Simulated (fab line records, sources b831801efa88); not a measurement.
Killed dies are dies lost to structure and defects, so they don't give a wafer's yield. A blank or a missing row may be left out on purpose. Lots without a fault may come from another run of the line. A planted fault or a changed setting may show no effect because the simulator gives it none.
fab line records | flow sky130
record lots=7 wafers=21 last_day=51
route steps=708 shown LI_CONTACT@370 PAD_OPEN@708
lots that met no fault: from a run of the same line without faults
start_h: hours from the record's first day to the start of the lot's first wafer shown | wait_h: hours since the lot's step before | " the same as in the row above | L1.1+2: a row that stands for several wafers | - no value, or no start given | * or withheld: withheld | < > ~ a bound
route shown NAME@n: a module of which the file shows steps, and the number in the route of the first | usual: mean/standard deviation of fault-free wafers | same: alike in all rows | chamber/n: place in a boat | sites: the reading at each site | _std_site: their standard deviation | _edge_site: outer sites' mean less inner sites' | radius_mm: how far each site lies from the wafer's centre | mask NAME#n: copy n | behind: the tool/chamber that last shaped the wafer | hold: why the lot was held/for how many hours/how that ended | device: the transistor (n, p or np) that didn't switch | end of line: the same wafers' tests at the end of the route | a step without rows: its recipe alone | killed: dies lost to structure and defects at the first sort, not the wafer's yield | map: a wafer's dies, x killed, . not, _ none there
set.NAME: the setting as run; set.NAME@STEP: as run at that earlier step | model.NAME: the simulator's own value behind a step, which no gauge read
lots at some steps of the route; a table a step, a row a wafer
services: from which hour (start_h, from the record's first day; less than 0 if before it) a tool's chamber was out of use, for how many hours, and why
## steps
# step SKY_LI_CONTACT_SOFTBAKE_08
# recipe temp_c=100 time_s=90 resist=KrF-thick
# step SKY_LI_CONTACT_EXPOSE_09
# recipe mask_id=LICM1 na=0.8 source_shape=annular sigma_inner=0.55 sigma_outer=0.85 target_cd_nm=170 dose_mj=38
# step SKY_LI_CONTACT_PEB_10
# recipe peb_temp_c=withheld peb_time_s=withheld resist=KrF-thick
# step SKY_LI_CONTACT_DEVELOP_11
# recipe develop_time_s=60 resist=KrF-thick dev_temp_c=21
# step SKY_LI_CONTACT_CD_MEAS_12
# recipe target_cd_nm=170
# usual cd_nm=170.0/1.5
# columns lot.wafer tool chamber start_h wait_h cd_nm
L807.1 cd_sem-02 - 735.83 - 169.9
L807.2 " - " " 170.6
L807.3 " - " " 168.9
L808.2 cd_sem-01 - 735.98 - 170.8
L808.3 " - " " 170.7
L808.6 " - " " 171.3
L809.1 cd_sem-01 - 736.61 - 168.9
L809.2 " - " " 169.9
L809.4 " - " " 169.2
L815.1 cd_sem-02 - 785.41 - 169.1
L815.3 " - " " 169.0
L815.5 " - " " 168.5
L823.2 cd_sem-01 - 840.75 - 170.3
L823.3 " - " " 168.7
L823.4 " - " " 170.4
L825.2 cd_sem-02 - 867.40 - 171.2
L825.3 " - " " 170.6
L825.6 " - " " 170.7
L824.3 cd_sem-01 - 896.80 - 173.7
L824.4 " - " " 172.3
L824.5 " - " " 173.6
# step SKY_LI_CONTACT_OVL_MEAS_13
# usual LI_CONTACT_OVL=4/5.9
# columns lot.wafer tool chamber start_h wait_h LI_CONTACT_OVL[nm]
L807.1 overlay-01 - 735.95 0.1 9
L807.2 " - " " -2
L807.3 " - " " 11
L808.2 overlay-02 - 736.09 0.1 0
L808.3 " - " " 5
L808.6 " - " " 0
L809.1 overlay-01 - 736.73 0.1 7
L809.2 " - " " 15
L809.4 " - " " 15
L815.1 overlay-02 - 785.53 0.1 4
L815.3 " - " " 6
L815.5 " - " " 10
L823.2 overlay-02 - 840.85 0.1 4
L823.3 " - " " 22
L823.4 " - " " 4
L825.2 overlay-02 - 867.51 0.1 8
L825.3 " - " " 0
L825.6 " - " " -4
L824.3 overlay-01 - 896.90 0.1 0
L824.4 " - " " -1
L824.5 " - " " 2
# step SKY_LI_CONTACT_ETCH_14
# recipe chemistry=N2/H2 target=BARC ion_energy_ev=200 source_w=500 bias_w=100 pressure_mtorr=30 n2_flow_sccm=100 h2_flow_sccm=200 stop_on=SiO2 time_s=45.9 target_depth_a=600
# usual drypump_motor_current_A=5.6/0.35 oes_product_au=0.854/0.0048 throttle_valve_pct=13.226/0.0095
# columns lot.wafer tool chamber start_h wait_h drypump_motor_current_A oes_product_au rf_hours_counter_h throttle_valve_pct
L807.1 rie_diel-03 1 735.99 0.0 5.1 0.866 2 13.229
L807.2 " 3 " " 5.2 0.858 5 13.214
L807.3 " 0 " " 5.6 0.865 12 13.217
L808.2 rie_diel-04 3 736.12 0.0 4.7 0.855 29 13.233
L808.3 " 0 " " 5.7 0.855 5 13.213
L808.6 " 2 " " 5.6 0.858 - 13.226
L809.1 rie_diel-02 3 736.77 0.0 6.0 0.850 1 13.253
L809.2 " 1 " " 5.9 0.855 20 13.243
L809.4 " 2 " " 5.8 0.843 8 13.234
L815.1 rie_diel-04 0 785.57 0.0 5.7 0.862 6 13.228
L815.3 " 1 " " 5.7 0.854 8 13.228
L815.5 " 0 " " 5.7 0.854 - 13.226
L823.2 rie_diel-02 0 840.88 0.0 6.0 0.852 11 13.217
L823.3 " 1 " " 5.9 0.858 22 13.251
L823.4 " 1 " " 5.9 0.850 - 13.215
L825.2 rie_diel-03 3 867.54 0.0 5.2 0.865 10 13.255
L825.3 " 2 " " 5.5 0.865 14 13.228
L825.6 " 3 " " 5.2 0.857 - 13.220
L824.3 rie_diel-04 2 896.92 0.0 5.6 0.858 14 13.227
L824.4 " 3 " " 4.7 0.858 1 13.222
L824.5 " 0 " " 5.7 0.858 - 13.214
# step SKY_LI_CONTACT_ETCH_15
# recipe target=PSG chemistry=C4F8/O2/Ar stop_on=Si taper_deg=4.15 mask_material=KrF-thick source_w=1500 bias_w=1200 pressure_mtorr=40 c4f8_flow_sccm=withheld O2_flow_sccm=6 Ar_flow_sccm=300 time_s=withheld target_depth_a=6000
# usual oes_product_au=0.837/0.0046
# columns lot.wafer tool chamber start_h wait_h oes_product_au
L807.1 rie_diel-03 1 736.03 0.0 0.829
L807.2 " 3 " " 0.843
L807.3 " 0 " " 0.830
L808.2 rie_diel-04 3 736.16 0.0 0.844
L808.3 " 0 " " 0.829
L808.6 " 2 " " 0.843
L809.1 rie_diel-02 3 736.81 0.0 0.839
L809.2 " 1 " " 0.839
L809.4 " 2 " " 0.837
L815.1 rie_diel-04 0 785.61 0.0 0.835
L815.3 " 1 " " 0.837
L815.5 " 0 " " 0.835
L823.2 rie_diel-02 0 840.93 0.0 0.832
L823.3 " 1 " " 0.836
L823.4 " 1 " " 0.836
L825.2 rie_diel-03 3 867.58 0.0 0.837
L825.3 " 2 " " 0.832
L825.6 " 3 " " 0.837
L824.3 rie_diel-04 2 896.96 0.0 0.838
L824.4 " 3 " " 0.842
L824.5 " 0 " " 0.838
# step SKY_LI_CONTACT_STRIP_16
# recipe chemistry=O2/N2 power_w=1400 pressure_mtorr=1500 platen_temp_c=withheld o2_flow_sccm=3000 n2_flow_sccm=300 overash_fraction=0.5
# usual drypump_motor_current_A=5.8/0.46 oes_product_au=0.376/0.0054 strip_time_to_endpoint_s=3.499/0.026
# same overash_fraction=0.5
# columns lot.wafer tool chamber start_h wait_h drypump_motor_current_A oes_product_au rf_hours_counter_h strip_time_to_endpoint_s
L807.1 plasma_asher-01 1 736.12 - 5.6 0.376 30 3.503
L807.2 " 0 " " 6.3 0.367 30 3.497
L807.3 " 1 " " 5.6 0.381 - 3.532
L808.2 plasma_asher-01 0 736.25 - 6.2 0.378 30 3.473
L808.3 " 1 " " 5.6 0.377 - 3.504
L808.6 " 0 " " 6.2 0.380 - 3.532
L809.1 plasma_asher-01 1 736.92 - 5.6 0.393 30 3.526
L809.2 " 0 " " 6.3 0.380 30 3.480
L809.4 " 0 " " 6.3 0.377 - 3.542
L815.1 plasma_asher-04 0 785.70 - 5.1 0.382 66 3.525
L815.3 " 0 " " 5.1 0.380 - 3.550
L815.5 " 1 " " 5.6 0.369 - 3.510
L823.2 plasma_asher-01 1 841.01 - 5.6 0.372 41 3.493
L823.3 " 0 " " 6.3 0.371 - 3.465
L823.4 " 1 " " 5.6 0.386 - 3.479
L825.2 plasma_asher-01 0 867.66 - 6.3 0.376 44 3.460
L825.3 " 1 " " 5.6 0.375 - 3.486
L825.6 " 1 " " 5.6 0.366 - 3.473
L824.3 plasma_asher-03 1 897.08 - 6.4 0.376 - 3.516
L824.4 " 0 " " 5.4 0.374 - 3.498
L824.5 " 1 " " 6.4 0.376 - 3.493
# step SKY_LI_CONTACT_CLEAN_17
# recipe chemistry=NMP time_s=600 temp_c=60 dry=n2_spin
# step SKY_LI_CONTACT_PRE_CLEAN_18
# recipe gas=Ar time_s=5.6 bias_v=358
# step SKY_LI_CONTACT_SPUTTER_19
# recipe material=Ti target_thk_nm=20 chamber_pressure_pa=5 power_w=2500 substrate_temp_c=200 time_s=106.37
# usual cathode_dc_power_W=2500.0/0.42 chamber_pressure_pa=4.999/0.01 throttle_valve_pct=30.7/1.2
# columns lot.wafer tool chamber start_h wait_h cathode_dc_power_W chamber_pressure_pa throttle_valve_pct
L807.1 pvd_sputter-01 - 736.41 0.0 2499.2 4.994 29.6
L807.2 " - " " 2500.4 5.008 30.2
L807.3 " - " " 2500.1 5.002 30.1
L808.2 pvd_sputter-02 - 736.54 0.0 2500.5 5.006 29.9
L808.3 " - " " 2500.5 5.001 31.1
L808.6 " - " " 2499.9 5.003 31.7
L809.1 pvd_sputter-03 - 737.22 0.0 2499.5 5.013 31.0
L809.2 " - " " 2500.8 4.995 33.1
L809.4 " - " " 2500.2 4.982 29.4
L815.1 pvd_sputter-01 - 785.99 0.0 2500.2 4.989 30.1
L815.3 " - " " 2500.0 5.001 30.3
L815.5 " - " " 2500.5 4.991 29.8
L823.2 pvd_sputter-03 - 841.31 0.0 2500.4 5.001 31.4
L823.3 " - " " 2499.7 5.004 29.4
L823.4 " - " " 2500.1 5.019 32.8
L825.2 pvd_sputter-03 - 867.96 0.0 2500.5 5.018 29.6
L825.3 " - " " 2499.8 5.006 31.7
L825.6 " - " " 2499.7 4.989 33.0
L824.3 pvd_sputter-03 - 897.36 0.0 2500.3 4.997 32.9
L824.4 " - " " 2499.8 5.006 29.6
L824.5 " - " " 2499.9 4.995 33.1
# step SKY_LI_CONTACT_SPUTTER_20
# recipe material=TiN target_thk_nm=20 chamber_pressure_pa=5 power_w=4000 time_s=80
# usual cathode_dc_power_W=4000.1/0.68 chamber_pressure_pa=5.001/0.0092 throttle_valve_pct=30.7/1.2
# columns lot.wafer tool chamber start_h wait_h cathode_dc_power_W chamber_pressure_pa throttle_valve_pct
L807.1 pvd_sputter-01 - 736.49 0.0 - - -
L807.2 " - " " - - -
L807.3 " - " " - - -
L808.2 pvd_sputter-02 - 736.62 0.0 - - -
L808.3 " - " " - - -
L808.6 " - " " - - -
L809.1 pvd_sputter-03 - 737.29 0.0 - - -
L809.2 " - " " - - -
L809.4 " - " " - - -
L815.1 pvd_sputter-01 - 786.07 0.0 3999.7 4.998 30.4
L815.3 " - " " 3998.8 4.995 30.2
L815.5 " - " " 3999.6 4.990 30.0
L823.2 pvd_sputter-03 - 841.38 0.0 3999.9 5.005 31.5
L823.3 " - " " 4001.0 4.996 29.9
L823.4 " - " " 4000.0 4.999 32.6
L825.2 pvd_sputter-03 - 868.03 0.0 4000.0 5.015 29.6
L825.3 " - " " 4000.8 5.009 31.3
L825.6 " - " " 4000.7 5.018 33.3
L824.3 pvd_sputter-03 - 897.43 0.0 3999.3 5.005 33.1
L824.4 " - " " 4000.1 4.995 29.3
L824.5 " - " " 4000.8 5.014 32.8
# step SKY_LI_CONTACT_CVD_21
# recipe material=W target_thk_nm=400 time_s=120.56 temp_c=400 pressure_torr=40
# usual heater_power_w=859/87
# columns lot.wafer tool chamber start_h wait_h heater_power_w
L807.1 cvd_w-02 0 736.55 0.0 906
L807.2 " 1 " " 968
L807.3 " 0 " " 915
L808.2 cvd_w-01 0 736.68 0.0 738
L808.3 " 1 " " 864
L808.6 " 0 " " 719
L809.1 cvd_w-02 0 737.35 0.0 916
L809.2 " 1 " " 963
L809.4 " 1 " " 954
L815.1 cvd_w-02 0 786.13 0.0 912
L815.3 " 1 " " 957
L815.5 " 0 " " 908
L823.2 cvd_w-01 1 841.44 0.0 849
L823.3 " 1 " " 879
L823.4 " 0 " " 746
L825.2 cvd_w-01 1 868.09 0.0 881
L825.3 " 1 " " 870
L825.6 " 0 " " 727
L824.3 cvd_w-01 0 897.54 0.1 745
L824.4 " 1 " " 858
L824.5 " 0 " " 756
# step SKY_PAD_OPEN_PROBE_99
# usual killed_at_M0_to_M3=45/6.9 killed_at_M4_up=3.2/1.8 killed_at_contacts=25/5.3 killed_at_front_end=16/4.3 killed_at_other=0.2/0.52 killed_dies=88/8.7 killed_on_rim=18/3.6 killed_open=48/6.5 killed_short=40/6
# same gross_dies=492 killed_at_back_side=0
# columns lot.wafer tool chamber start_h wait_h hold killed_at_M0_to_M3 killed_at_M4_up killed_at_contacts killed_at_front_end killed_at_other killed_dies killed_on_rim killed_open killed_short
L807.1 prober-02 - 1113.18 0.1 await_dispo/3.1h/scrap 45 5 430 12 0 492 96 46 51
L807.2 prober-02 - 1113.23 0.1 await_dispo/3.1h/scrap 49 4 420 19 0 492 96 54 36
L807.3 prober-02 - 1113.28 0.2 await_dispo/3.1h/scrap 47 5 427 13 0 492 96 52 33
L808.2 prober-01 - 1117.07 0.1 await_dispo/2.2h/scrap 53 4 418 16 1 492 96 53 51
L808.3 prober-01 - 1117.12 0.2 await_dispo/2.2h/scrap 49 3 412 28 0 492 96 46 55
L808.6 prober-01 - 1117.27 0.2 await_dispo/2.2h/scrap 49 2 429 12 0 492 96 42 50
L809.1 prober-02 - 1117.89 0.1 await_dispo/1.2h/scrap 38 3 440 11 0 492 96 42 35
L809.2 prober-02 - 1117.94 0.1 await_dispo/1.2h/scrap 46 3 427 16 0 492 96 46 35
L809.4 prober-02 - 1118.04 0.2 await_dispo/1.2h/scrap 44 4 422 22 0 492 96 59 38
L815.1 prober-02 - 1158.10 0.1 - 41 2 40 12 0 95 16 60 35
L815.3 prober-02 - 1158.20 0.2 - 36 2 20 15 0 73 19 36 37
L815.5 prober-02 - 1158.30 0.2 - 27 7 25 28 0 87 17 47 40
L823.2 prober-02 - 1187.06 0.1 - 31 5 27 16 0 79 10 43 36
L823.3 prober-02 - 1187.11 0.2 - 55 1 24 13 0 93 16 57 36
L823.4 prober-02 - 1187.16 0.2 - 48 2 26 14 0 90 22 45 45
L825.2 prober-01 - 1208.01 0.1 - 29 1 25 15 0 70 17 42 28
L825.3 prober-01 - 1208.06 0.2 - 45 0 29 15 0 89 18 46 43
L825.6 prober-01 - 1208.21 0.2 - 46 1 36 12 0 95 18 58 37
L824.3 prober-01 - 1225.84 0.2 - 51 2 31 8 0 92 26 48 44
L824.4 prober-01 - 1225.89 0.2 - 37 2 26 19 0 84 14 42 42
L824.5 prober-01 - 1225.94 0.2 - 57 2 18 10 0 87 19 44 41
# killed by level:class
L807.1 LI_CONTACT:area_sputter=392 LI_CONTACT:geometric_particle:open=10 CONTACT:geometric_particle:open=9 VIA1:geometric_particle:short=8 VIA2:geometric_particle:open=7 VIA3:geometric_particle:short=6 VIA3:geometric_particle:open=6 LI_CONTACT:geometric_particle:short=5
L807.2 LI_CONTACT:area_sputter=401 VIA1:geometric_particle:open=15 VIA2:geometric_particle:open=8 VIA1:geometric_particle:short=6 FIELD_ISO:geometric_particle:open=5 VIA3:geometric_particle:open=5 LI_CONTACT:geometric_particle:open=4 CONTACT:geometric_particle:open=4
L807.3 LI_CONTACT:area_sputter=405 VIA1:geometric_particle:open=9 CONTACT:geometric_particle:open=9 METAL1:geometric_particle:short=7 VIA2:geometric_particle:open=7 VIA3:geometric_particle:open=6 LI_CONTACT:geometric_particle:open=5 METAL2:geometric_particle:short=5
L808.2 LI_CONTACT:area_sputter=384 VIA1:geometric_particle:open=12 CONTACT:geometric_particle:open=9 METAL1:geometric_particle:short=9 LI_CONTACT:geometric_particle:short=8 VIA2:geometric_particle:open=8 LI_CONTACT:geometric_particle:open=8 METAL2:geometric_particle:short=7
L808.3 LI_CONTACT:area_sputter=388 FIELD_ISO:geometric_particle:open=9 METAL2:geometric_particle:short=8 METAL1:geometric_particle:short=7 VIA1:geometric_particle:open=7 FIELD_ISO:geometric_particle:short=6 LI_CONTACT:geometric_particle:short=6 LI_CONTACT:geometric_particle:open=6
L808.6 LI_CONTACT:area_sputter=398 VIA1:geometric_particle:open=9 LI_CONTACT:geometric_particle:open=7 LOCAL_INTERCONNECT:geometric_particle:short=7 METAL1:geometric_particle:short=7 VIA2:geometric_particle:open=7 CONTACT:geometric_particle:short=6 CONTACT:geometric_particle:open=6
L809.1 LI_CONTACT:area_sputter=413 LI_CONTACT:geometric_particle:open=9 CONTACT:geometric_particle:open=9 VIA1:geometric_particle:open=7 METAL1:geometric_particle:short=5 METAL2:geometric_particle:short=5 POLY_GATE:geometric_particle:open=4 VIA2:geometric_particle:open=4
L809.2 LI_CONTACT:area_sputter=408 VIA1:geometric_particle:open=10 METAL1:geometric_particle:short=8 CONTACT:geometric_particle:open=7 METAL2:geometric_particle:short=7 FIELD_ISO:geometric_particle:open=6 LI_CONTACT:geometric_particle:open=6 VIA2:geometric_particle:open=4
L809.4 LI_CONTACT:area_sputter=394 POLY_GATE:geometric_particle:open=11 LI_CONTACT:geometric_particle:open=8 VIA1:geometric_particle:open=8 METAL2:geometric_particle:open=7 VIA3:geometric_particle:open=6 METAL2:geometric_particle:short=6 FIELD_ISO:geometric_particle:open=5
L815.1 CONTACT:geometric_particle:open=15 VIA1:geometric_particle:open=11 CONTACT:geometric_particle:short=8 VIA2:geometric_particle:open=8 VIA3:geometric_particle:short=7 LOCAL_INTERCONNECT:geometric_particle:short=6 LI_CONTACT:geometric_particle:open=5 VIA3:geometric_particle:open=5
L815.3 METAL1:geometric_particle:short=8 LI_CONTACT:geometric_particle:open=7 VIA3:geometric_particle:open=7 POLY_GATE:geometric_particle:short=6 LOCAL_INTERCONNECT:geometric_particle:short=5 VIA2:geometric_particle:open=5 CONTACT:geometric_particle:open=4 VIA1:geometric_particle:short=4
L815.5 FIELD_ISO:geometric_particle:short=8 CONTACT:geometric_particle:open=8 POLY_GATE:geometric_particle:open=8 VIA1:geometric_particle:open=7 POLY_GATE:geometric_particle:short=6 LI_CONTACT:geometric_particle:open=6 METAL4:geometric_particle:short=5 FIELD_ISO:geometric_particle:open=4
L823.2 CONTACT:geometric_particle:open=13 VIA1:geometric_particle:open=9 LI_CONTACT:geometric_particle:open=6 FIELD_ISO:geometric_particle:short=5 METAL1:geometric_particle:short=5 METAL4:geometric_particle:short=5 METAL2:geometric_particle:short=5 VIA1:geometric_particle:short=4
L823.3 VIA1:geometric_particle:open=17 CONTACT:geometric_particle:open=11 VIA1:geometric_particle:short=8 VIA2:geometric_particle:open=7 LI_CONTACT:geometric_particle:open=5 METAL1:geometric_particle:short=5 METAL2:geometric_particle:short=5 VIA2:geometric_particle:short=5
L823.4 METAL2:geometric_particle:short=11 CONTACT:geometric_particle:open=11 VIA1:geometric_particle:short=10 LI_CONTACT:geometric_particle:open=7 VIA1:geometric_particle:open=6 VIA3:geometric_particle:open=6 METAL1:geometric_particle:short=5 VIA2:geometric_particle:open=5
L825.2 CONTACT:geometric_particle:open=10 VIA1:geometric_particle:open=10 LOCAL_INTERCONNECT:geometric_particle:short=5 FIELD_ISO:geometric_particle:open=4 LI_CONTACT:geometric_particle:open=4 VIA2:geometric_particle:open=4 FIELD_ISO:geometric_particle:short=3 CONTACT:geometric_particle:short=3
L825.3 VIA1:geometric_particle:open=10 LI_CONTACT:geometric_particle:open=8 CONTACT:geometric_particle:open=7 VIA3:geometric_particle:open=7 LI_CONTACT:geometric_particle:short=6 METAL3:geometric_particle:short=6 FIELD_ISO:geometric_particle:short=4 VIA2:geometric_particle:open=4
L825.6 VIA1:geometric_particle:open=12 LI_CONTACT:geometric_particle:open=11 LOCAL_INTERCONNECT:geometric_particle:short=9 VIA3:geometric_particle:open=8 CONTACT:geometric_particle:open=8 VIA2:geometric_particle:open=6 POLY_GATE:geometric_particle:open=5 METAL3:geometric_particle:short=4
L824.3 CONTACT:geometric_particle:open=12 VIA2:geometric_particle:open=10 VIA1:geometric_particle:open=9 VIA2:geometric_particle:short=7 CONTACT:geometric_particle:short=7 LOCAL_INTERCONNECT:geometric_particle:short=6 METAL1:geometric_particle:short=6 LI_CONTACT:geometric_particle:open=5
L824.4 LI_CONTACT:geometric_particle:open=7 VIA2:geometric_particle:open=7 VIA1:geometric_particle:open=7 FIELD_ISO:geometric_particle:short=5 LOCAL_INTERCONNECT:geometric_particle:short=5 CONTACT:geometric_particle:open=5 CONTACT:geometric_particle:short=5 VIA2:geometric_particle:short=5
L824.5 VIA1:geometric_particle:open=20 VIA1:geometric_particle:short=11 METAL2:geometric_particle:short=6 VIA2:geometric_particle:open=5 CONTACT:geometric_particle:open=5 LI_CONTACT:geometric_particle:open=4 LOCAL_INTERCONNECT:geometric_particle:short=4 CONTACT:geometric_particle:short=4
# map L807.1 (x killed, . not)
__________xxxxxxxxxx_________
________xxxxxxxxxxxxxx_______
______xxxxxxxxxxxxxxxxxx_____
_____xxxxxxxxxxxxxxxxxxxx____
____xxxxxxxxxxxxxxxxxxxxxx___
___xxxxxxxxxxxxxxxxxxxxxxxx__
__xxxxxxxxxxxxxxxxxxxxxxxxxx_
_xxxxxxxxxxxxxxxxxxxxxxxxxxxx
_xxxxxxxxxxxxxxxxxxxxxxxxxxxx
_xxxxxxxxxxxxxxxxxxxxxxxxxxxx
_xxxxxxxxxxxxxxxxxxxxxxxxxxxx
_xxxxxxxxxxxxxxxxxxxxxxxxxxxx
_xxxxxxxxxxxxxxxxxxxxxxxxxxxx
_xxxxxxxxxxxxxxxxxxxxxxxxxxxx
_xxxxxxxxxxxxxxxxxxxxxxxxxxxx
__xxxxxxxxxxxxxxxxxxxxxxxxxx_
___xxxxxxxxxxxxxxxxxxxxxxxx__
____xxxxxxxxxxxxxxxxxxxxxx___
_____xxxxxxxxxxxxxxxxxxxx____
______xxxxxxxxxxxxxxxxxx_____
________xxxxxxxxxxxxxx_______
__________xxxxxxxxxx_________
# map L808.2 (x killed, . not)
__________xxxxxxxxxx_________
________xxxxxxxxxxxxxx_______
______xxxxxxxxxxxxxxxxxx_____
_____xxxxxxxxxxxxxxxxxxxx____
____xxxxxxxxxxxxxxxxxxxxxx___
___xxxxxxxxxxxxxxxxxxxxxxxx__
__xxxxxxxxxxxxxxxxxxxxxxxxxx_
_xxxxxxxxxxxxxxxxxxxxxxxxxxxx
_xxxxxxxxxxxxxxxxxxxxxxxxxxxx
_xxxxxxxxxxxxxxxxxxxxxxxxxxxx
_xxxxxxxxxxxxxxxxxxxxxxxxxxxx
_xxxxxxxxxxxxxxxxxxxxxxxxxxxx
_xxxxxxxxxxxxxxxxxxxxxxxxxxxx
_xxxxxxxxxxxxxxxxxxxxxxxxxxxx
_xxxxxxxxxxxxxxxxxxxxxxxxxxxx
__xxxxxxxxxxxxxxxxxxxxxxxxxx_
___xxxxxxxxxxxxxxxxxxxxxxxx__
____xxxxxxxxxxxxxxxxxxxxxx___
_____xxxxxxxxxxxxxxxxxxxx____
______xxxxxxxxxxxxxxxxxx_____
________xxxxxxxxxxxxxx_______
__________xxxxxxxxxx_________
## services
# columns tool chamber start_h hours kind
rie_diel-02 1 715.83 16.0 repair
pvd_sputter-03 - 732.01 3.8 repair
plasma_asher-04 - 733.73 3.3 repair
plasma_asher-03 - 733.75 9.0 pm
rie_diel-03 1 775.16 11.0 repair
cvd_w-02 1 775.87 3.8 repair
plasma_asher-03 - 780.13 10.7 pm
pvd_sputter-03 - 780.42 9.9 repair
rie_diel-02 1 787.12 11.1 repair
pvd_sputter-01 - 789.67 2.1 repair
rie_diel-02 2 792.87 17.4 repair
plasma_asher-03 - 794.42 5.7 repair
rie_diel-03 2 805.79 12.2 repair
plasma_asher-04 - 820.76 11.2 pm
cvd_w-02 - 830.86 1.9 repair
rie_diel-02 2 836.68 4.6 repair
pvd_sputter-01 - 837.56 9.8 repair
cvd_w-01 - 844.42 0.9 repair
cvd_w-02 - 849.60 6.0 pm
rie_diel-03 1 851.73 1.2 repair
rie_diel-04 2 853.39 14.0 repair
rie_diel-02 0 865.13 4.1 repair
rie_diel-03 - 896.30 2.8 pm
rie_diel-02 - 896.32 1.2 repair
## key
first_sign step=SKY_LI_CONTACT_SPUTTER_20 reading=tool_record direction=missing
effect step=SKY_PAD_OPEN_PROBE_99 reading=killed_at_contacts direction=up sigmas=75 usual=25 struck=425
more_kills_born_at SKY_LI_CONTACT_SPUTTER_20@pvd_sputter-03=1212 SKY_LI_CONTACT_SPUTTER_20@pvd_sputter-01=1195 SKY_LI_CONTACT_SPUTTER_20@pvd_sputter-02=1164
met_at SKY_LI_CONTACT_SPUTTER_20
struck_wafers L807.1,L807.2,L807.3,L808.2,L808.3,L808.6,L809.1,L809.2,L809.4
later_rows_left_out L807.1,L807.2,L807.3,L808.2,L808.3,L808.6,L809.1,L809.2,L809.4
tester_left_out L807,L808,L809
fault kind=skipped_step_whole tool=pvd_sputter-01,pvd_sputter-02,pvd_sputter-03 chamber=- onset_h=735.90 steps=SKY_LI_CONTACT_SPUTTER_20 scope=struck_lots_only
# tester_left_out: of these lots the tester's yield and bins aren't shown, on N5 and GAA mostly nor the transistor test; their killed dies are dies lost to structure and defects alone, not to doping, threshold or leakage, so they don't give the yield
# later_rows_left_out: the simulator's readings of these wafers behind a module that went badly wrong aren't trusted and aren't shown, but for the sort
